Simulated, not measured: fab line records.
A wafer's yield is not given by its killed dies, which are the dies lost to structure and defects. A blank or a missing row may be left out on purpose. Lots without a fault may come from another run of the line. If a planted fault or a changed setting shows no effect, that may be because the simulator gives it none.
A lot that was struck, set against a sound lot | flow gf180mcu | 14 steps out of a route of 602
Sound: wafers L533.4, L533.5, L533.6. Wafers struck: L544.1, L544.2, L544.6. At the end, the cause is stated.
For every step that has rows: the tool of each side, followed by ch and its chambers, followed by its first start. Under that, the readings that differ: sound wafers | struck wafers | difference of the means | sigmas: that difference in standard deviations of wafers without a fault.
alike: words and numbers the same on both sides, and readings whose means are apart by under 2 such deviations; not compared: readings that were withheld, readings missing a value for some wafer, numbers with overlapping values and no deviation given by the record, and bounds like >300 which may hide the same value.
The two part at a step that has a row with sigmas, a row that says differs or no value, or rows on one side only. Numbers that have no deviation but don't overlap get no sigmas and don't part them. Lack of a reading on every wafer of one side parts them only where that side has two or more wafers.

first, 8 steps without rows for these wafers: GF_V3_DEHYDRATE_06 (time 60 s); GF_V3_HMDS_07 (prime time 60 s); GF_V3_COAT_08; GF_V3_COAT_09 (resist thk 1000 nm); GF_V3_SOFTBAKE_10 (time 60 s); GF_V3_EXPOSE_11 (exposes mask Via3, target cd 260 nm); GF_V3_PEB_12 (peb time 90 s); GF_V3_DEVELOP_13 (develop time 60 s).
GF_V3_CD_MEAS_14 targets a cd of 260 nm.
  sound on cdSem-02 at day 23 17:20; struck on cdSem-01 at day 27 06:19
  alike: cdNm
GF_V3_OVL_MEAS_15:
  sound on overlay-01 at day 23 17:25; struck on overlay-01 at day 27 06:26
  alike: V3_OVL
GF_V3_ETCH_16: etches BARC in N2/H2.
  sound on rieDiel-03 ch 0,1,3, day 23 17:26; struck on rieDiel-04 ch 1,2,3, day 27 06:28
  alike: drypumpMotorCurrentA, oesProductAu, throttleValvePct
GF_V3_ETCH_17: etches SiO2 in C4F8/O2/Ar, stops on TiN, target depth 635 nm.
  sound: rieDiel-03 ch 0,1,3; struck: rieDiel-04 ch 1,2,3
  alike: oesProductAu
GF_V3_STRIP_18: strips in O2/N2.
  sound on plasmaAsher-02 ch 0,1, day 23 17:36; struck on plasmaAsher-03 ch 0,1, day 27 06:36
  no value came back on the struck wafers for any of 6 readings (chamberPressureMTorr (mTorr), drypumpMotorCurrentA (A) and others); on the sound wafers chamberPressureMTorr (mTorr) reads 1499.2 1497.1 1501.9
  not compared: rfHoursCounterH
then, 1 step without rows for these wafers: GF_V3_STRIP_19 (strips in post etch residue remover, time 1200 s).

== WHERE THEY PART ==
Only at GF_V3_STRIP_18, within this record.

WHY: what had been put in by the simulator
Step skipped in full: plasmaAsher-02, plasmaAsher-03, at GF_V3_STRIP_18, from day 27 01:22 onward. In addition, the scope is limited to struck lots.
